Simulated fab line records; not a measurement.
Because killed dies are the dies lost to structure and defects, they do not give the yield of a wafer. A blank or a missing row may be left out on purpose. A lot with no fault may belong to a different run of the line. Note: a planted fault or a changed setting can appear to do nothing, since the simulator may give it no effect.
Which tool was responsible? | flow sky130 | 11 lots with 33 wafers sampled at 5 steps, on a route of 708 steps

## WHAT THE GAUGES SHOWED, per wafer
SKY_SD_N_RS_MEAS_16: uses a four-point probe to measure. Usual: for SD_N_RS the level is 68.45 ohm/sq and the standard deviation is 0.13.
lot  | measured     | on           | SD_N_RS (ohm/sq)  | flag
L353 | day 27 12:17 | filmMetro-01 | 68.34 68.54 68.60 | 
L354 | day 28 05:15 | filmMetro-01 | 68.26 68.37 68.38 | 
L356 | day 29 01:34 | filmMetro-04 | 68.42 68.36 68.34 | 
L358 | day 29 19:38 | filmMetro-01 | 68.38 68.35 68.61 | 
L362 | day 31 01:30 | filmMetro-02 | 68.45 68.69 68.69 | 
L363 | day 31 19:27 | filmMetro-04 | 68.52 68.45 68.41 | 
L365 | day 32 05:49 | filmMetro-01 | 68.38 68.58 68.43 | 
L366 | day 32 13:47 | filmMetro-01 | 67.21 67.16 67.15 | OFF
L368 | day 33 08:35 | filmMetro-02 | 67.40 67.51 67.46 | OFF
L373 | day 34 12:38 | filmMetro-01 | 68.44 68.27 68.44 | 
L375 | day 35 02:17 | filmMetro-01 | 68.61 68.62 68.52 | 

SKY_SD_N_RS_MEAS_17: uses a four-point probe to measure. Usual: for SD_P_RS the level is 146.9 ohm/sq and the standard deviation is 0.44.
lot  | measured     | on           | SD_P_RS (ohm/sq)  | flag
L353 | day 27 12:24 | filmMetro-01 | 146.7 147.4 147.0 | 
L354 | day 28 05:22 | filmMetro-01 | 147.1 146.9 147.0 | 
L356 | day 29 01:41 | filmMetro-04 | 146.8 146.9 146.6 | 
L358 | day 29 19:45 | filmMetro-01 | 146.7 146.7 147.2 | 
L362 | day 31 01:37 | filmMetro-02 | 147.0 147.0 147.0 | 
L363 | day 31 19:34 | filmMetro-04 | 146.5 147.0 146.4 | 
L365 | day 32 05:56 | filmMetro-01 | 146.5 146.8 147.0 | 
L366 | day 32 13:55 | filmMetro-01 | 140.3 140.3 140.2 | OFF
L368 | day 33 08:42 | filmMetro-02 | 141.4 141.2 141.2 | OFF
L373 | day 34 12:45 | filmMetro-01 | 146.8 146.4 146.7 | 
L375 | day 35 02:24 | filmMetro-01 | 147.1 147.0 147.1 | 

SKY_LI_CONTACT_OVL_MEAS_13. Usual: for LI_CONTACT_OVL the level is 2 nm and the standard deviation is 4.9.
lot  | measured     | on         | LI_CONTACT_OVL (nm) | flag
L353 | day 28 18:01 | overlay-01 | 7 2 1               | 
L354 | day 29 10:45 | overlay-02 | 2 -1 -1             | 
L356 | day 30 06:49 | overlay-02 | 5 -1 4              | 
L358 | day 31 01:26 | overlay-02 | 15 8 3              | 
L362 | day 32 06:17 | overlay-01 | 1 1 -6              | 
L363 | day 32 23:48 | overlay-02 | 3 1 1               | 
L365 | day 33 09:43 | overlay-01 | -4 -9 -5            | 
L366 | day 33 17:56 | overlay-02 | -2 -1 0             | 
L368 | day 34 12:15 | overlay-02 | 2 -2 0              | 
L373 | day 35 15:26 | overlay-01 | 0 8 15              | 
L375 | day 36 05:09 | overlay-01 | 10 9 13             | 

## TOOL THAT RAN EACH LOT (tool first, then ch and the chambers of the sampled wafers, then the start)
lot  | SKY_SD_P_SOFTBAKE_03             | SKY_SD_N_RTA_14
L353 | lithoTrack-01 ch 0, day 24 11:08 | rtpAnneal-02 ch 0, day 27 12:06
L354 | lithoTrack-04 ch 0, day 25 03:29 | rtpAnneal-01 ch 0, day 28 05:04
L356 | lithoTrack-04 ch 0, day 26 01:49 | rtpAnneal-01 ch 0, day 29 01:23
L358 | lithoTrack-02 ch 0, day 26 19:07 | rtpAnneal-01 ch 0, day 29 19:27
L362 | lithoTrack-02 ch 0, day 28 01:03 | rtpAnneal-01 ch 0, day 31 01:19
L363 | lithoTrack-01 ch 0, day 28 20:02 | rtpAnneal-02 ch 0, day 31 19:15
L365 | lithoTrack-04 ch 0, day 29 07:05 | rtpAnneal-02 ch 0, day 32 05:37
L366 | lithoTrack-02 ch 0, day 29 15:10 | rtpAnneal-01 ch 0, day 32 13:37
L368 | lithoTrack-01 ch 0, day 30 10:58 | rtpAnneal-01 ch 0, day 33 08:24
L373 | lithoTrack-02 ch 0, day 31 16:43 | rtpAnneal-02 ch 0, day 34 12:27
L375 | lithoTrack-02 ch 0, day 32 07:12 | rtpAnneal-02 ch 0, day 35 02:06
- SKY_SD_P_SOFTBAKE_03: time 62.42 s.
- SKY_SD_N_RTA_14: time 2 s.

## WHAT THE TOOLS THEMSELVES READ (means of the sampled wafers that have a number; where no wafer has one, the mark that the record gives instead)
SKY_SD_P_SOFTBAKE_03. Usual: plateSensorTCentreC 90.758 C, standard deviation 0.0099; plateSensorTEdgeC 90.829 C, standard deviation 0.01.
lot  | tool          | plateSensorTCentreC (C) | plateSensorTEdgeC (C) | flag
L353 | lithoTrack-01 | 90.756                  | 90.837                | 
L354 | lithoTrack-04 | 90.753                  | 90.829                | 
L356 | lithoTrack-04 | 90.760                  | 90.839                | 
L358 | lithoTrack-02 | 90.752                  | 90.821                | 
L362 | lithoTrack-02 | 90.752                  | 90.843                | 
L363 | lithoTrack-01 | 90.757                  | 90.830                | 
L365 | lithoTrack-04 | 90.758                  | 90.834                | 
L366 | lithoTrack-02 | 90.762                  | 90.826                | 
L368 | lithoTrack-01 | 90.755                  | 90.829                | 
L373 | lithoTrack-02 | 90.756                  | 90.822                | 
L375 | lithoTrack-02 | 90.753                  | 90.833                | 

SKY_SD_N_RTA_14. Usual: lampPowerPct 15.72 %, standard deviation 0.049; wafer_temp_C_max 1078.2, standard deviation 1.3.
lot  | tool         | lampPowerPct (%) | wafer_temp_C_max | flag
L353 | rtpAnneal-02 | 15.72            | 1078.3           | 
L354 | rtpAnneal-01 | 15.72            | 1078.2           | 
L356 | rtpAnneal-01 | 15.78            | 1078.1           | 
L358 | rtpAnneal-01 | 15.74            | 1078.8           | 
L362 | rtpAnneal-01 | 15.71            | 1076.8           | 
L363 | rtpAnneal-02 | 15.69            | 1077.4           | 
L365 | rtpAnneal-02 | 15.72            | 1079.1           | 
L366 | rtpAnneal-01 | 15.79            | 1085.4           | OFF
L368 | rtpAnneal-01 | 15.75            | 1086.8           | OFF
L373 | rtpAnneal-02 | 15.73            | 1079.4           | 
L375 | rtpAnneal-02 | 15.72            | 1078.0           | 

## THE ANSWER, worked out from the rows above alone
Rule: take the mean of a lot's wafers that have a number; if it is more than 3 standard deviations from the usual mean, the lot is off. A lot without any number at a reading at which 4 lots or more have one is off too. Any other lot the step has rows for is counted as sound. The gauges are gone through in route order, then the tools' own readings, and for those a lot's mean is taken as printed above. The first step at which some lot is off is used, and at that step the reading that is off furthest; a lot without a number counts as furthest.
Off: L366, L368, seen at SKY_SD_N_RS_MEAS_16 (SD_N_RS).
If a tool, at a process step before that reading, ran all the lots that are off and no sound lot after the first of them, it fits. Not tried: the gauges at SKY_SD_N_RS_MEAS_16; whatever is off there is also off at SKY_SD_N_RTA_14, on other tools, and gauge error can't account for it. One fits: rtpAnneal-01 at SKY_SD_N_RTA_14. Its last sound lot is L362 (day 31 01:19), its first lot that is off L366 (day 32 13:37): a fault that began between those two fits.
On the lots that are off, the tool's own readings at SKY_SD_N_RTA_14 differ by more than 5 times the standard deviation of the sound lots' means, which bears it out; wafer_temp_C_max reads 1086.1 there versus 1078.2 on the sound lots.

## WHAT THE SIMULATOR HAD INSERTED
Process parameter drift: rtpAnneal-01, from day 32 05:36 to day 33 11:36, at SKY_SD_N_RTA_14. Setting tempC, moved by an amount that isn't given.
Struck lots among those shown: L366, L368. Same finding as the rule above.
